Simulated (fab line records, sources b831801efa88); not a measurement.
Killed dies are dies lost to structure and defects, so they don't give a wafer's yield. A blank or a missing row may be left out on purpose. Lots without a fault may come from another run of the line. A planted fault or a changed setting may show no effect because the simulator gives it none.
A struck lot beside a sound one | flow gf180mcu | 17 steps out of a route of 602
Sound: wafers L984.1, L984.2, L984.3. Struck: wafer L994.6. (L994.4, L994.5 of the same lot were not struck and are left out.) The cause comes at the end.
At each step with rows: each side's tool, then ch and its chambers, then its first start. Under that, the readings that differ: sound wafers | struck wafers | difference of the means | sigmas: that difference in standard deviations of wafers without a fault.
alike: readings whose means differ by less than 2 such deviations, and words and numbers that are the same on both sides. not compared: withheld readings, readings that some wafer has no value for, bounds like >300 that may hide the same value, and numbers for which the record gives no deviation and whose values overlap.
The two part at a step that has a row with sigmas, a row that says differs or no value, or rows on one side only. Numbers that don't overlap but have no deviation are shown without sigmas and don't part them. A reading that every wafer of one side lacks parts them only if that side has two wafers or more.

first, 1 step without rows for these wafers: GF_STI_DEVELOP_11 (develop time 60 s).
GF_STI_CD_MEAS_12: target cd 220 nm.
  sound on cd_sem-01, day 4 10:53; struck on cd_sem-02, day 6 13:54
  alike: cd_nm
GF_STI_ETCH_13: etches the open film in CHF3/O2, stops on Si, target depth 282.31 nm, time 112.9 s.
  sound on rie_diel-03 ch 0,1,3, day 4 11:01; struck on rie_diel-01 ch 1, day 6 13:58
  alike: chf3_flow_sccm, drypump_motor_current_A, oes_product_au, throttle_valve_pct
  not compared: rf_hours_counter_h
GF_STI_ETCH_14: etches Si in HBr/Cl2/O2, target depth 360 nm, time 102.9 s.
  sound on rie_si-01 ch 1,2,3, day 4 11:05; struck on rie_si-02 ch 3, day 6 14:02
  alike: drypump_motor_current_A, oes_product_au, throttle_valve_pct
  not compared: rf_hours_counter_h
GF_STI_STRIP_15: strips in O2/N2.
  sound on plasma_asher-01 ch 0,1, day 4 11:10; struck on plasma_asher-04 ch 1, day 6 14:09
  alike: drypump_motor_current_A, heater_power_w, oes_product_au, strip_time_to_endpoint_s
  not compared: rf_hours_counter_h
then, 6 steps without rows for these wafers: GF_STI_CLEAN_16 (cleans in dHF, time 25 s); GF_STI_WET_ETCH_17 (etches Si3N4 in H3PO4, target depth 45 nm, time 514 s); GF_STI_CLEAN_18 (cleans in SC1/SC2, time 150 s); GF_STI_CLEAN_19 (cleans in dHF, time 20 s); GF_STI_WET_ETCH_20 (etches SiO2 in dHF, target depth 20 nm, time 400 s); GF_STI_OXIDATION_21 (stabilise 600 s, purge 300 s, target thk 15 nm).
GF_STI_THK_MEAS_22:
  sound on film_metro-04, day 4 12:44; struck on film_metro-04, day 6 15:45
  reading                   | sound             | struck | difference | sigmas
  STI_OXIDATION_01_THK (nm) | 15.46 15.17 15.41 | 14.61  | -0.74      | -3
GF_STI_CVD_23: deposits SiO2, target thk 650 nm, time 108.3 s.
  sound on hdpcvd-02 ch 0,1,2, day 4 12:48; struck on hdpcvd-01 ch 1, day 6 15:49
  reading                              | sound             | struck | difference | sigmas
  model.SiO2_of_STI_CVD_23.thk_nm (nm) | 652.5 654.6 642.2 | 734.2  | +84.4      |
GF_STI_THK_MEAS_24:
  sound on film_metro-04, day 4 12:52; struck on film_metro-04, day 6 15:53
  reading             | sound       | struck | difference | sigmas
  STI_CVD_23_THK (nm) | 653 655 642 | 735    | +85        | +14
GF_STI_CMP_25: polishes, stops on Si3N4, t overpolish 33 s, target thk 524.6 nm.
  sound on cmp-01 ch 0,1,2, day 4 12:56; struck on cmp-02 ch 2, day 6 16:01
  reading                | sound       | struck | difference | sigmas
  time_to_endpoint_s (s) | 115 112 116 | 144    | +30        | +7
  alike: motor_current_A
then, 2 steps without rows for these wafers: GF_STI_WET_ETCH_26 (etches SiO2 in dHF, target depth 94 nm, time 188 s); GF_PASSIVATION_PROBE_99.

WHERE THEY PART
First at GF_STI_THK_MEAS_22; last, within this record, at GF_STI_CMP_25.

WHY: what the simulator had put in
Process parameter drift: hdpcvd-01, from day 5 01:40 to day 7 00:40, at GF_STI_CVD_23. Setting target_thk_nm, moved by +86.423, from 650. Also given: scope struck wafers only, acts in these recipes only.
